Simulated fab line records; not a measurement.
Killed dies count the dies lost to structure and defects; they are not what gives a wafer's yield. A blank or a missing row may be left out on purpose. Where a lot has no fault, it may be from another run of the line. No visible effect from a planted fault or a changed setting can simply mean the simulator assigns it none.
Struck lot and sound lot, side by side / flow sky130 / 15 out of 708 route steps
Sound: these wafers, L861.1, L861.4, L861.6. Wafers struck: L865.1, L865.5, L865.6. The cause is given at the end.
For every step that has rows: the tool of each side, followed by ch and its chambers, followed by its first start. Under that, the readings that differ: sound wafers / struck wafers / difference of the means / sigmas: that difference in standard deviations of wafers without a fault.
alike: readings whose means differ by less than 2 such deviations, and words and numbers that are the same on both sides. not compared: withheld readings, readings that some wafer has no value for, bounds like >300 that may hide the same value, and numbers for which the record gives no deviation and whose values overlap.
Wherever a step has rows on one side only, a row that says differs or no value, or a row with sigmas, the two part there. Non-overlapping numbers with no deviation appear without sigmas and do not part them. A reading missing from all wafers of one side parts the sides only when that side holds two or more wafers.

first, 7 steps without rows for these wafers: SKY_LDD_LDN_DEHYDRATE_00 (time 60 s); SKY_LDD_LDN_HMDS_01 (prime time 60 s); SKY_LDD_LDN_COAT_02 (resist thk 1140 nm); SKY_LDD_LDN_SOFTBAKE_03 (time 60 s); SKY_LDD_LDN_EXPOSE_04 (exposes mask LDNTM, target cd 700 nm); SKY_LDD_LDN_PEB_05; SKY_LDD_LDN_DEVELOP_06 (develop time 60 s).
SKY_LDD_LDN_OVL_MEAS_07:
  sound on overlay-02, day 26 00:33; struck on overlay-01, day 27 02:36
  alike: LDD_LDN_OVL
then, 4 steps without rows for these wafers: SKY_LDD_LDN_IMPLANT_08; SKY_LDD_LDN_IMPLANT_09; SKY_LDD_LDN_IMPLANT_10; SKY_LDD_LDN_IMPLANT_11.
SKY_LDD_LDN_STRIP_12: strips in O2/N2.
  sound on plasma_asher-03 ch 0,1, day 26 01:11; struck on plasma_asher-01 ch 0,1, day 27 03:14
reading=oes_product_au (a.u.); sound=0.723 0.714 0.726; struck=0.938 0.936 0.944; difference=+0.218; sigmas=+49
reading=strip_time_to_endpoint_s (s); sound=14.15 14.19 14.16; struck=- - -; difference=no value on the struck wafers; sigmas=
reading=model.NOVOLAK_of_LDD_LDN_COAT_02.thk_nm (nm); sound=0 0 0; struck=348.9 349.4 348.9; difference=+349.1; sigmas=
  alike: drypump_motor_current_A
  not compared: rf_hours_counter_h
SKY_LDD_LDN_TW_MEAS_13:
  sound on film_metro-01, day 26 01:17; struck on film_metro-01, day 27 03:20
  alike: LDD_LDN_TW
-- the record jumps here: 22 days lie between the struck wafers' starts before and after (it left off in module LDD_LDN and takes up again in module PAD_OPEN, whose first step shown is number 708 of the route) --
SKY_PAD_OPEN_PROBE_99:
  sound on prober-01, day 48 01:05; struck on prober-02, day 48 19:02
reading=killed_at_front_end; sound=25 24 15; struck=416 432 409; difference=+398; sigmas=+90
reading=killed_dies; sound=82 89 90; struck=492 492 492; difference=+405; sigmas=+45
reading=killed_on_rim; sound=15 18 22; struck=96 96 96; difference=+78; sigmas=+22
  alike: killed_at_M0_to_M3, killed_at_M4_up, killed_at_contacts, killed_at_other, killed_open, killed_short

WHERE THEY PART
Earliest at SKY_LDD_LDN_STRIP_12; latest, in this record, at SKY_PAD_OPEN_PROBE_99.

WHY: what had been put in by the simulator
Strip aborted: plasma_asher-01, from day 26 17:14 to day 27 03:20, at SKY_LDD_LDN_STRIP_12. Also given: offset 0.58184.
